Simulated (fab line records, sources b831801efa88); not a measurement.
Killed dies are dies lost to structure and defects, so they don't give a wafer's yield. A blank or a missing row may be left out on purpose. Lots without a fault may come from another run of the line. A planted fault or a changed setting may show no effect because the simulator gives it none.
Split-lot experiment | flow sky130 | 5 lots, 23 wafers read, on a route of 708 steps

THE SPLIT
At SKY_VIA1_HDPCVD_00 (deposits SiO2, target thk 1030 nm, time 171.7 s), the setting sih4_flow_sccm was moved away from the recipe's 60 sccm on 7 of the 23 wafers read, by -11.9% to +10.3%. The other wafers ran this setting at the recipe's value.

The file shows no step between the split and the reading.

THE READING
VIA1_HDPCVD_THK, in nm, at SKY_VIA1_THK_MEAS_01. Fault-free wafers of this fab line usually give 1034 nm, standard deviation 13 nm.

wafer  | tool, chamber at the split | sih4_flow_sccm as run, sccm | against the recipe | VIA1_HDPCVD_THK, nm | against lot-mates on the recipe
L075.1 | hdpcvd-01, 1               | 52.87                       | -11.9%             | 910                 | -118
L075.2 | hdpcvd-01, 0               | 52.87                       | -11.9%             | 893                 | -136
L075.4 | hdpcvd-01, 0               | 60                          | recipe             | 1013                | -
L075.5 | hdpcvd-01, 2               | 52.87                       | -11.9%             | 921                 | -108
L075.6 | hdpcvd-01, 1               | 60                          | recipe             | 1044                | -
L078.1 | hdpcvd-02, 1               | 60                          | recipe             | 1031                | -
L078.4 | hdpcvd-02, 2               | 60                          | recipe             | 1017                | -
L078.6 | hdpcvd-02, 1               | 60                          | recipe             | 1040                | -
L079.1 | hdpcvd-01, 2               | 60                          | recipe             | 1022                | -
L079.3 | hdpcvd-01, 0               | 60                          | recipe             | 1015                | -
L079.4 | hdpcvd-01, 0               | 56.07                       | -6.6%              | 933                 | -94
L079.5 | hdpcvd-01, 2               | 56.07                       | -6.6%              | 961                 | -66
L079.6 | hdpcvd-01, 1               | 60                          | recipe             | 1043                | -
L084.1 | hdpcvd-02, 2,0             | 60                          | recipe             | 1042                | -
L084.3 | hdpcvd-02, 2,0             | 60                          | recipe             | 1036                | -
L084.4 | hdpcvd-02, 0               | 66.15                       | +10.3%             | 1123                | +87
L084.5 | hdpcvd-02, 2               | 60                          | recipe             | 1030                | -
L084.6 | hdpcvd-02, 1               | 66.15                       | +10.3%             | 1143                | +107
L085.1 | hdpcvd-01, 0               | 60                          | recipe             | 1026                | -
L085.2 | hdpcvd-01, 1               | 60                          | recipe             | 1056                | -
L085.3 | hdpcvd-01, 2               | 60                          | recipe             | 1048                | -
L085.4 | hdpcvd-01, 1               | 60                          | recipe             | 1055                | -
L085.6 | hdpcvd-01, 0               | 60                          | recipe             | 1027                | -
Where a row lists several chambers, the file gives one row for several wafers and doesn't say which wafer went through which chamber.

THE FIT
A straight line over all 23 wafers: VIA1_HDPCVD_THK changes by +10.6 nm for each +1% of sih4_flow_sccm; r = +0.97; the points scatter about the line by 15 nm.
The same after taking each lot's own level away (the mean of its wafers on the recipe; 23 wafers): +10.1 nm for each +1%; r = +0.98; scatter 13 nm.
On that fit, the largest move of sih4_flow_sccm shifts the reading by 1.2e+02 nm.
The lots' own levels span 1026.7 to 1042.4 nm, that is 1.2 times the standard deviation above.
So the lot-to-lot level changes the slope little: the two slopes agree.
Check: with one of the wafers moved furthest among these (-11.9%) left out of the fit, the line predicts -123 nm for it against its lot-mates. It came out at -118 nm against them.

OTHER SPLITS ON THESE WAFERS
These wafers also went through other splits before the reading. Each is held against what the fit with the lots' levels taken away leaves over:
other split on the same wafers   | wafers away from the commonest value | r with VIA1_HDPCVD_THK (lot level and that fit taken away)
SKY_CONTACT_STRIP_19 power_w     | 12                                   | +0.07
SKY_METAL1_COAT_09 resist_thk_nm | 7                                    | +0.11

THE WHOLE CHAIN: every reading that the file lists as answering this split, in the file's order
step                 | what it does                                    | reading                                                                        | change (the file's fit)              | r (the file's)
SKY_VIA1_HDPCVD_00   | deposits SiO2, target thk 1030 nm, time 171.7 s | SiO2_of_VIA1_HDPCVD_00.thk_nm (the simulator's own value, which no gauge read) | +10.3 nm for each +1% of the setting | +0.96
SKY_VIA1_THK_MEAS_01 |                                                 | VIA1_HDPCVD_THK                                                                | +10.2 for each +1% of the setting    | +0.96

THE FILE'S OWN FIT
VIA1_HDPCVD_THK changes by +10.2 nm for each +1% of sih4_flow_sccm, r = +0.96.
